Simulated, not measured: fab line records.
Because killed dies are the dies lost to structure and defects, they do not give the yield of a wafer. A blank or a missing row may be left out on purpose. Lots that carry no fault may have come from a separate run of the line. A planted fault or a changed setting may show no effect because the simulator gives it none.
Which tool was responsible?	flow gf180mcu	39 wafers from 13 lots sampled at 4 of the route's 602 steps

== WHAT EACH GAUGE READ, for each wafer ==
GF_M2_OVL_MEAS_15. Usual: for M2_OVL the level is 1 nm and the standard deviation is 5.2.
lot	measured	on	M2_OVL (nm)	flag
L579	day 19 08:59	overlay-01	3 -7 0	
L581	day 20 08:55	overlay-01	8 7 2	
L582	day 20 18:40	overlay-01	-2 0 -12	
L583	day 20 22:49	overlay-01	1 2 1	
L586	day 22 04:04	overlay-02	1 4 7	
L587	day 22 08:09	overlay-02	0 -9 8	
L588	day 22 23:28	overlay-02	2 -2 -6	
L589	day 23 04:35	overlay-02	7 3 5	
L590	day 23 13:41	overlay-02	3 6 4	
L593	day 24 10:56	overlay-02	1 -1 -2	
L597	day 25 20:36	overlay-01	-4 -5 -9	
L599	day 26 08:41	overlay-02	-3 3 1	
L601	day 27 00:49	overlay-02	-1 -2 1	

GF_V2_BOW_MEAS_05. Usual: for V2_BOW the level is 100 um and the standard deviation is 8.2.
lot	measured	on	V2_BOW (um)	flag
L579	day 19 10:15	film_metro-03	110 105 96	
L581	day 20 10:40	film_metro-03	112 109 106	
L582	day 20 20:04	film_metro-01	102 93 109	
L583	day 21 00:15	film_metro-03	77 84 96	
L586	day 22 05:19	film_metro-03	96 103 107	
L587	day 22 09:26	film_metro-02	97 106 105	
L588	day 23 00:43	film_metro-02	89 90 91	
L589	day 23 05:56	film_metro-02	98 92 94	
L590	day 23 14:59	film_metro-02	90 106 97	
L593	day 24 12:14	film_metro-03	112 113 107	
L597	day 25 21:53	film_metro-03	106 108 111	
L599	day 26 09:57	film_metro-03	99 80 98	
L601	day 27 02:05	film_metro-02	89 85 95	

GF_V2_OVL_MEAS_15. Usual: for V2_OVL the level is 1 nm and the standard deviation is 5.5.
lot	measured	on	V2_OVL (nm)	flag
L579	day 20 10:34	overlay-01	5 6 6	
L581	day 21 10:50	overlay-02	2 3 7	
L582	day 21 20:13	overlay-01	-6 -1 -6	
L583	day 22 00:19	overlay-01	2 5 -3	
L586	day 23 04:46	overlay-02	-6 -1 -3	
L587	day 23 08:41	overlay-02	3 2 0	
L588	day 23 23:40	overlay-02	52 56 52 51 56 49	OFF
L589	day 24 04:52	overlay-01	2 4 3	
L590	day 24 13:02	overlay-02	50 44 42 50 41 42	OFF
L593	day 25 10:07	overlay-02	-8 -1 -11	
L597	day 26 18:52	overlay-01	-4 -3 -2	
L599	day 27 07:07	overlay-01	5 6 3	
L601	day 27 21:34	overlay-01	3 0 -1	

== EACH LOT AND THE TOOL THAT RAN IT (in order: tool; ch and the chambers of the sampled wafers; start) ==
lot	GF_V2_EXPOSE_11
L579	krf_scanner-01 ch 0, day 19 22:19
L581	krf_scanner-01 ch 0, day 20 22:52
L582	krf_scanner-02 ch 0, day 21 08:16
L583	krf_scanner-01 ch 0, day 21 12:27
L586	krf_scanner-01 ch 0, day 22 17:43
L587	krf_scanner-01 ch 0, day 22 21:23
L588	krf_scanner-02 ch 0, day 23 12:37
L589	krf_scanner-01 ch 0, day 23 17:52
L590	krf_scanner-02 ch 0, day 24 02:05
L593	krf_scanner-01 ch 0, day 24 23:22
L597	krf_scanner-01 ch 0, day 26 08:30
L599	krf_scanner-01 ch 0, day 26 20:43
L601	krf_scanner-01 ch 0, day 27 11:44
- GF_V2_EXPOSE_11: exposes mask Via2, target cd 260 nm.

== WHAT THE TOOLS THEMSELVES READ (means of the sampled wafers that have a number; where no wafer has one, the mark that the record gives instead) ==
The record holds no such reading with a usual standard deviation.

== THE ANSWER, worked out from the rows above alone ==
Rule: take the mean of a lot's wafers that have a number; if it is more than 3 standard deviations from the usual mean, the lot is off. Also off: a lot with no number at a reading for which 4 or more lots have one. The other lots that the step has rows for count as sound. Order of review: gauges by route order, followed by the tools' own readings, for which a lot's mean as printed above is used. The first step at which some lot is off is used, and at that step the reading that is off furthest; a lot without a number counts as furthest.
Off: at GF_V2_OVL_MEAS_15 (V2_OVL), L588, L590.
A tool fits if, at a process step before that reading, it ran every lot that is off, and no sound lot after the first of them. The gauges at GF_V2_OVL_MEAS_15 are tried like those tools. One fits: GF_V2_EXPOSE_11 on krf_scanner-02. A fault onset in the window from L582 (day 21 08:16, its last sound lot) to L588 (day 23 12:37, its first lot off) fits.

== WHAT THE SIMULATOR PUT IN ==
Scanner matching overlay: krf_scanner-02, from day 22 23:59 on, at GF_V2_EXPOSE_11. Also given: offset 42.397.
Lots struck among those shown: L588, L590. Same finding as the rule above.
